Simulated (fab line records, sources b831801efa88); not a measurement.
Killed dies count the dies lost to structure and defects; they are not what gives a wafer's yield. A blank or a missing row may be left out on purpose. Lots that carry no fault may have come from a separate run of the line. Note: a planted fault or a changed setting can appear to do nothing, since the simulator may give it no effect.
Code-filled problem report in 8D (eight disciplines) form | flow sfq-line | the parts of the form that need people (team, actions taken, sign-off) are left out

== 1. THE PROBLEM ==
Wafers without a fault read 14.401, standard deviation 0.014; exposure-dose-mJ-cm2 at SFQ_TRILAYER_JJ_CE_LITHO_EXPOSE_115 reads a mean of 14.667 on 9 wafers belonging to 3 lots. Relative to the usual mean, that is a shift of +19 standard deviations.
The step: exposes mask J5, target cd 700 nm.
Earliest sighting: wafer L307.3 on krf-scanner-02 at day 53 03:32. At this step, 21 wafers from 7 lots have a number in the record. By rule, "out" or "out of limits" means more than 4 standard deviations away from the usual mean. The other wafers with a number count as sound.

== 2. WHAT IT IS AND WHAT IT IS NOT ==
question                    | is                     | is not
which readings at this step | exposure-dose-mJ-cm2   | -
which lots                  | L307, L308, L309       | L302, L304, L318, L321
which wafers of those lots  | all that have a number | -
read on which tools         | krf-scanner-02         | krf-scanner-01
when                        | from day 53 03:32      | up to then (6 sound wafers); but 6 sound wafers of L318, L321 came after

== 3. THE SUSPECTS, EACH WITH WHAT RULES IT OUT ==
Counting: any tool at a process step up to the reading is kept as a suspect provided that every lot that is out went through it and no sound lot did after the first of them.
- krf-scanner-02 at SFQ_TRILAYER_JJ_CE_LITHO_EXPOSE_115 (exposes mask J5, target cd 700 nm): kept. It ran every lot that is out, first L307 (day 53 03:32), and no sound lot after that; its last sound lot up to then is L304 (day 52 23:32). Its own exposure-dose-mJ-cm2 readings are out on those wafers.
The count leaves krf-scanner-02 at SFQ_TRILAYER_JJ_CE_LITHO_EXPOSE_115.

== 4. THE CAUSE (what the simulator had put in) ==
Process parameter drift: krf-scanner-02, from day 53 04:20 on, at SFQ_TRILAYER_JJ_CE_LITHO_EXPOSE_115. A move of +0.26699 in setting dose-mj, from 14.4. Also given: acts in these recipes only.
The count eliminated every tool but this one.

== 5. THE EFFECT CHAIN, in route order ==
Rows list readings where the struck wafers' mean (over those with a number) sits beyond 3 standard deviations from the usual. Only readings for which the record gives a usual standard deviation are gone through. hours: the time from each lot's start at the first step in this table that gives one to its start at this step, as a median over the lots. sigmas: the change in usual standard deviations.
hours | step                                | reading              | usual  | on struck wafers | change | sigmas
0     | SFQ_TRILAYER_JJ_CE_LITHO_EXPOSE_115 | exposure-dose-mJ-cm2 | 14.401 | 14.667           | +0.266 | +19
It contains these process steps:
- SFQ_TRILAYER_JJ_CE_LITHO_EXPOSE_115: exposes mask J5, target cd 700 nm.
At these later measuring or inspecting steps, every struck wafer for which the step has a row has a number for every such reading, and none has moved that far: SFQ_JJ_OVL_MEAS_931, SFQ_M5_OVL_MEAS_932, SFQ_R5_RS_MEAS_933, SFQ_R5_THK_MEAS_934, SFQ_M8_BOW_MEAS_951.

== 6. WHAT WOULD HAVE CAUGHT IT SOONER ==
In this record the first reading out of limits was taken at day 53 03:32.
